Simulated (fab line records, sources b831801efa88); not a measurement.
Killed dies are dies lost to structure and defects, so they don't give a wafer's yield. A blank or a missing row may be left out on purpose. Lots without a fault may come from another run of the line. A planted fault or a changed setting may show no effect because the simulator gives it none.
fab line records | flow gf180mcu
record lots=6 wafers=18 last_day=34
route steps=602 shown POLY_GATE@161
lots that met no fault: from a run of the same line without faults
start_h: hours from the record's first day to the start of the lot's first wafer shown | wait_h: hours since the lot's step before | " the same as in the row above | L1.1+2: a row that stands for several wafers | - no value, or no start given | * or withheld: withheld | < > ~ a bound
route shown NAME@n: a module of which the file shows steps, and the number in the route of the first | usual: mean/standard deviation of fault-free wafers | same: alike in all rows | chamber/n: place in a boat | sites: the reading at each site | _std_site: their standard deviation | _edge_site: outer sites' mean less inner sites' | radius_mm: how far each site lies from the wafer's centre | mask NAME#n: copy n | behind: the tool/chamber that last shaped the wafer | hold: why the lot was held/for how many hours/how that ended | device: the transistor (n, p or np) that didn't switch | end of line: the same wafers' tests at the end of the route | a step without rows: its recipe alone | killed: dies lost to structure and defects at the first sort, not the wafer's yield | map: a wafer's dies, x killed, . not, _ none there
set.NAME: the setting as run; set.NAME@STEP: as run at that earlier step | model.NAME: the simulator's own value behind a step, which no gauge read
lots at some steps of the route; a table a step, a row a wafer
services: from which hour (start_h, from the record's first day; less than 0 if before it) a tool's chamber was out of use, for how many hours, and why
## steps
# step GF_POLY_GATE_COAT_04
# recipe resist=BARC temp_c=withheld time_s=withheld spin_rpm=withheld resist_thk_nm=withheld
# step GF_POLY_GATE_COAT_05
# recipe resist=KrF spin_rpm=withheld resist_thk_nm=700
# step GF_POLY_GATE_SOFTBAKE_06
# recipe temp_c=130 time_s=60 resist=KrF
# step GF_POLY_GATE_EXPOSE_07
# recipe mask_id=Poly2 target_cd_nm=280 na=0.68 source_shape=conventional sigma_outer=0.6 dose_mj=28
# step GF_POLY_GATE_PEB_08
# recipe peb_temp_c=135 peb_time_s=90 resist=KrF
# step GF_POLY_GATE_DEVELOP_09
# recipe develop_time_s=60 resist=KrF dev_temp_c=21
# step GF_POLY_GATE_CD_MEAS_10
# recipe target_cd_nm=280
# usual cd_nm=279.5/1.3
# columns lot.wafer tool chamber start_h wait_h cd_nm
L771.2 cd_sem-01 - 233.21 0.1 283.1
L771.3 " - " " 282.1
L771.4 " - " " 282.4
L780.3 cd_sem-02 - 307.12 0.1 277.2
L780.4 " - " " 278.6
L780.5 " - " " 278.0
L781.2 cd_sem-01 - 311.25 0.1 279.3
L781.3 " - " " 279.5
L781.6 " - " " 278.5
L782.1 cd_sem-02 - 315.91 0.3 280.3
L782.5 " - " " 280.1
L782.6 " - " " 280.6
L788.3 cd_sem-01 - 351.51 0.1 277.3
L788.4 " - " " 278.2
L788.6 " - " " 278.2
L789.3 cd_sem-01 - 360.72 0.1 280.4
L789.4 " - " " 281.1
L789.5 " - " " 281.2
# step GF_POLY_GATE_OVL_MEAS_11
# usual POLY_GATE_OVL=-4/4.8
# columns lot.wafer tool chamber start_h wait_h POLY_GATE_OVL[nm]
L771.2 overlay-01 - 233.31 0.1 -7
L771.3 " - " " -12
L771.4 " - " " -4
L780.3 overlay-01 - 307.21 0.1 -3
L780.4 " - " " -5
L780.5 " - " " -2
L781.2 overlay-01 - 311.36 0.1 -2
L781.3 " - " " -3
L781.6 " - " " 1
L782.1 overlay-02 - 316.03 0.1 2
L782.5 " - " " -1
L782.6 " - " " 4
L788.3 overlay-02 - 351.60 0.1 7
L788.4 " - " " -1
L788.6 " - " " 2
L789.3 overlay-02 - 360.81 0.1 -7
L789.4 " - " " -5
L789.5 " - " " -1
# step GF_POLY_GATE_ETCH_12
# recipe chemistry=N2/H2 target_depth_a=withheld overetch_a=withheld time_s=withheld target=BARC ion_energy_ev=200 source_w=500 bias_w=100 pressure_mtorr=30 n2_flow_sccm=100 h2_flow_sccm=200
# usual drypump_motor_current_A=5.6/0.34 n2_flow_sccm=100.02/0.26 oes_product_au=0.736/0.0052 throttle_valve_pct=13.214/0.0094
# columns lot.wafer tool chamber start_h wait_h drypump_motor_current_A n2_flow_sccm oes_product_au throttle_valve_pct
L771.2 rie_diel-01 0 233.34 0.0 5.6 100.62 0.731 13.229
L771.3 " 2 " " 5.5 100.44 0.741 13.191
L771.4 " 3 " " 5.8 99.77 0.737 13.209
L780.3 rie_diel-02 2 307.24 0.0 5.0 99.85 0.736 13.217
L780.4 " 3 " " 5.6 99.72 0.740 13.226
L780.5 " 2 " " 5.0 100.36 0.728 13.198
L781.2 rie_diel-02 0 311.39 0.0 5.3 100.46 0.739 13.212
L781.3 " 2 " " 5.0 99.85 0.733 13.208
L781.6 " 0 " " 5.3 99.98 0.739 13.194
L782.1 rie_diel-01 2 316.06 0.0 5.4 100.14 0.740 13.221
L782.5 " 1 " " 5.9 99.93 0.735 13.232
L782.6 " 0 " " 5.7 100.04 0.733 13.206
L788.3 rie_diel-02 2 351.63 0.0 5.0 100.16 0.727 13.218
L788.4 " 1 " " 5.8 99.64 0.731 13.215
L788.6 " 2 " " 5.0 99.93 0.726 13.209
L789.3 rie_diel-02 1 360.84 0.0 5.7 99.85 0.731 13.208
L789.4 " 0 " " 5.3 99.60 0.729 13.206
L789.5 " 3 " " 5.6 99.97 0.732 13.222
# step GF_POLY_GATE_ETCH_13
# recipe target=poly-Si target_depth_nm=198.5 stop_on=SiO2 over_etch_frac=0.403 chemistry=HBr/Cl2 icp_w=400 bias_w=100 pressure_mtorr=10 HBr_flow_sccm=150 Cl2_flow_sccm=50 time_s=69.6
# usual drypump_motor_current_A=5.7/0.3 oes_product_au=0.990/0.009 throttle_valve_pct=33.683/0.0092
# columns lot.wafer tool chamber start_h wait_h drypump_motor_current_A oes_product_au rf_hours_counter_h throttle_valve_pct
L771.2 rie_si-02 3 233.39 - 5.6 1.004 5 33.699
L771.3 " 0 " " 5.9 0.985 1 33.683
L771.4 " 2 " " 6.0 0.988 54 33.687
L780.3 rie_si-02 1 307.29 - 5.4 0.995 18 33.679
L780.4 " 2 " " 6.0 1.000 55 33.688
L780.5 " 2 " " 6.1 0.985 - 33.685
L781.2 rie_si-02 3 311.44 - 5.6 1.003 6 33.685
L781.3 " 2 " " 6.0 1.001 55 33.684
L781.6 " 3 " " 5.6 1.002 - 33.693
L782.1 rie_si-02 3 316.11 - 5.6 1.005 6 33.692
L782.5 " 1 " " 5.4 0.989 - 33.686
L782.6 " 0 " " 5.9 0.995 - 33.685
L788.3 rie_si-01 0 351.68 - 5.7 0.992 1 33.686
L788.4 " 0 " " 5.7 0.986 - 33.685
L788.6 " 2 " " 5.4 0.978 - 33.703
L789.3 rie_si-02 3 360.89 - 5.6 0.999 6 33.672
L789.4 " 1 " " 5.3 0.989 19 33.674
L789.5 " 0 " " 5.8 0.980 - 33.679
# step GF_POLY_GATE_STRIP_14
# recipe chemistry=O2/N2 power_w=1400 pressure_mtorr=1500 platen_temp_c=250 o2_flow_sccm=3000 n2_flow_sccm=300 overash_fraction=0.5
# usual drypump_motor_current_A=5.5/0.38 heater_power_w=313/31 n2_flow_sccm=300.1/0.87 oes_product_au=0.506/0.0047
# columns lot.wafer tool chamber start_h wait_h drypump_motor_current_A heater_power_w n2_flow_sccm oes_product_au rf_hours_counter_h
L771.2 plasma_asher-01 0 233.45 0.0 5.4 298 301.1 0.509 46
L771.3 " 1 " " 4.8 326 299.5 0.504 -
L771.4 " 0 " " 5.4 293 300.7 0.515 -
L780.3 plasma_asher-01 1 307.38 0.1 4.8 322 299.9 0.505 -
L780.4 " 0 " " 5.4 299 301.4 0.501 -
L780.5 " 1 " " 4.8 328 300.2 0.501 -
L781.2 plasma_asher-04 0 311.49 0.0 5.5 342 300.2 0.504 20
L781.3 " 0 " " 5.5 340 299.0 0.508 -
L781.6 " 0 " " 5.5 337 300.3 0.507 -
L782.1 plasma_asher-04 0 316.17 0.0 5.5 336 300.0 0.510 20
L782.5 " 0 " " 5.5 336 299.6 0.504 -
L782.6 " 1 " " 5.8 314 299.3 0.514 -
L788.3 plasma_asher-04 0 351.77 0.1 5.5 336 299.3 0.508 -
L788.4 " 1 " " 5.8 325 300.2 0.499 -
L788.6 " 1 " " 5.8 320 301.4 0.506 -
L789.3 plasma_asher-03 1 360.98 0.1 5.4 246 301.0 0.504 -
L789.4 " 0 " " 6.1 338 300.9 0.501 -
L789.5 " 0 " " 6.1 337 300.7 0.510 -
# step GF_POLY_GATE_CLEAN_15
# recipe chemistry=SC1/SC2 mix=1:4:20 temp_c=70 time_s=150 dry=n2_spin
# step GF_POLY_GATE_OXIDATION_16
# recipe temp_c=850 ambient=O2 stabilise_s=600 purge_s=300 target_thk_a=40 ox_time_s=899
# usual ox_temp_c=850.0/0.4 ox_temp_c_max=855.0/1.2 spike_tc_bottom_C=868/4.1
# columns lot.wafer tool chamber start_h wait_h ox_temp_c ox_temp_c_max spike_tc_bottom_C
L771.2 furnace-02 0 234.58 1.0 850.0 855.3 864
L771.3 " 0 " " 850.2 857.3 863
L771.4 " 0 " " 850.1 856.3 865
L780.3 furnace-01 0 307.50 0.0 849.8 853.9 874
L780.4 " 0 " " 849.7 854.1 872
L780.5 " 0 " " 850.2 854.8 872
L781.2 furnace-02 - 311.90 0.3 - - -
L781.3 " - " " - - -
L781.6 " - " " - - -
L782.1 furnace-01 - 316.38 0.0 - - -
L782.5 " - " " - - -
L782.6 " - " " - - -
L788.3 furnace-01 0 353.11 1.2 849.8 854.1 872
L788.4 " 0 " " 849.5 854.3 871
L788.6 " 0 " " 849.6 853.3 872
L789.3 furnace-02 0 361.51 0.4 849.7 854.7 866
L789.4 " 0 " " 849.8 856.5 864
L789.5 " 0 " " 849.8 855.7 864
# step GF_POLY_GATE_CD_MEAS_18
# usual cd_nm=279.4/2
# columns lot.wafer tool chamber start_h wait_h hold cd_nm
L771.2 cd_sem-01 - 235.92 0.1 - 284.1
L771.3 " - " " - 281.9
L771.4 " - " " - 280.7
L780.3 cd_sem-02 - 308.86 0.1 - 279.5
L780.4 " - " " - 278.1
L780.5 " - " " - 279.2
L781.2 cd_sem-02 - 318.25 4.9 await_dispo/4.8h/release 279.1
L781.3 " - " " await_dispo/4.8h/release 279.6
L781.6 " - " " await_dispo/4.8h/release 279.2
L782.1 cd_sem-02 - 320.79 2.9 await_dispo/2.8h/release 280.1
L782.5 " - " " await_dispo/2.8h/release 279.5
L782.6 " - " " await_dispo/2.8h/release 282.2
L788.3 cd_sem-01 - 354.47 0.1 - 279.2
L788.4 " - " " - 277.4
L788.6 " - " " - 278.5
L789.3 cd_sem-02 - 362.88 0.1 - 280.6
L789.4 " - " " - 282.8
L789.5 " - " " - 282.8
## services
# columns tool chamber start_h hours kind
rie_diel-01 0 223.15 6.5 repair
furnace-01 - 232.20 4.5 pm
rie_diel-02 3 246.97 5.4 repair
rie_diel-02 - 257.64 0.4 repair
rie_diel-02 3 265.30 - clean
rie_si-02 - 279.09 2.8 pm
plasma_asher-01 - 293.54 2.0 repair
rie_si-01 0 300.65 4.8 repair
plasma_asher-03 - 304.36 14.1 repair
rie_diel-02 1 304.94 14.2 repair
rie_si-02 1 311.31 2.8 repair
rie_diel-01 - 312.54 0.9 repair
rie_si-02 3 318.93 1.3 repair
plasma_asher-03 - 329.31 12.5 repair
rie_diel-02 1 340.27 4.1 repair
rie_diel-01 3 341.80 6.7 repair
rie_si-01 1 346.31 1.0 repair
rie_diel-01 1 346.71 9.1 repair
furnace-01 - 346.96 3.2 pm
plasma_asher-03 - 349.16 9.0 repair
rie_si-01 1 350.67 5.2 repair
rie_diel-01 3 352.97 10.0 repair
furnace-02 - 355.75 4.2 pm
plasma_asher-04 - 360.28 8.3 repair
## key
first_sign step=GF_POLY_GATE_OXIDATION_16 reading=tool_record direction=missing
effect none on later readings
met_at GF_POLY_GATE_OXIDATION_16
struck_wafers L781.2,L781.3,L781.6,L782.1,L782.5,L782.6
later_rows_left_out L781.2,L781.3,L781.6,L782.1,L782.5,L782.6
sort_left_out L781.2,L781.3,L781.6,L782.1,L782.5,L782.6
tester_left_out L781,L782
onset_between 307.50 311.90
fault kind=skipped_step_whole tool=furnace-01,furnace-02 chamber=- onset_h=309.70 steps=GF_POLY_GATE_OXIDATION_16 scope=struck_lots_only
# tester_left_out: of these lots the tester's yield and bins aren't shown, on N5 and GAA mostly nor the transistor test; their killed dies are dies lost to structure and defects alone, not to doping, threshold or leakage, so they don't give the yield
# sort_left_out: the simulated sort isn't trusted on such a fault, so these wafers' sort isn't shown, and their yield isn't known
# later_rows_left_out: the simulator's readings of these wafers behind a module that went badly wrong aren't trusted and aren't shown, but for the sort
